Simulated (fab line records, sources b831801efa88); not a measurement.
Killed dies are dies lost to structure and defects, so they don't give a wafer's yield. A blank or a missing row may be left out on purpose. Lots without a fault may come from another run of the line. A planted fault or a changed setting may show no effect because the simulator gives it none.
Chamber matching | flow sky130 | SKY_LI_CONTACT_ETCH_15 on rie_diel-01: 4 sister chambers
The step etches PSG in C4F8/O2/Ar, stops on Si, target depth 600 nm. 4 wafers are shown with their chamber, then 7 later ones without.

WAFERS WITH THEIR CHAMBER
wafer  | chamber | oes_product_au (a.u.)
L085.2 | 1       | 0.838
L085.3 | 0       | 0.836
L085.4 | 2       | 0.839
L085.5 | 3       | 0.838

WAFERS WITHOUT THEIR CHAMBER
wafer  | oes_product_au (a.u.)
L085.6 | 0.836
L091.3 | 0.833
L091.5 | 0.836
L091.6 | 0.833
L096.1 | 0.832
L096.5 | 0.835
L096.6 | 0.839

WHICH CHAMBER EACH WENT THROUGH
wafer  | from the rows above               | in truth
L085.6 | can't be placed: 0 or 1 or 3 or 2 | 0
L091.3 | can't be placed: 0 or 1 or 3 or 2 | 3
L091.5 | can't be placed: 0 or 1 or 3 or 2 | 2
L091.6 | can't be placed: 0 or 1 or 3 or 2 | 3
L096.1 | can't be placed: 0 or 1 or 3 or 2 | 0
L096.5 | can't be placed: 0 or 1 or 3 or 2 | 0
L096.6 | can't be placed: 2 or 1 or 3 or 0 | 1
Placed correctly: 0 of 7. Can't be placed from these rows: 7 (the true chamber is among the candidates in 7). Placed wrongly: 0.
How it was worked out, from the rows above alone: a wafer's distance from a chamber is the root of the sum, over the readings, of the square of ((its reading less the chamber's mean) divided by the reading's scatter). The wafer belongs to the nearest chamber; if the next one is less than 2 further off, it can't be placed. A chamber's mean is the mean of its shown wafers. The scatter: with one shown wafer a chamber, the root of the mean of the squares of how far each hidden wafer lies from its nearest shown one.
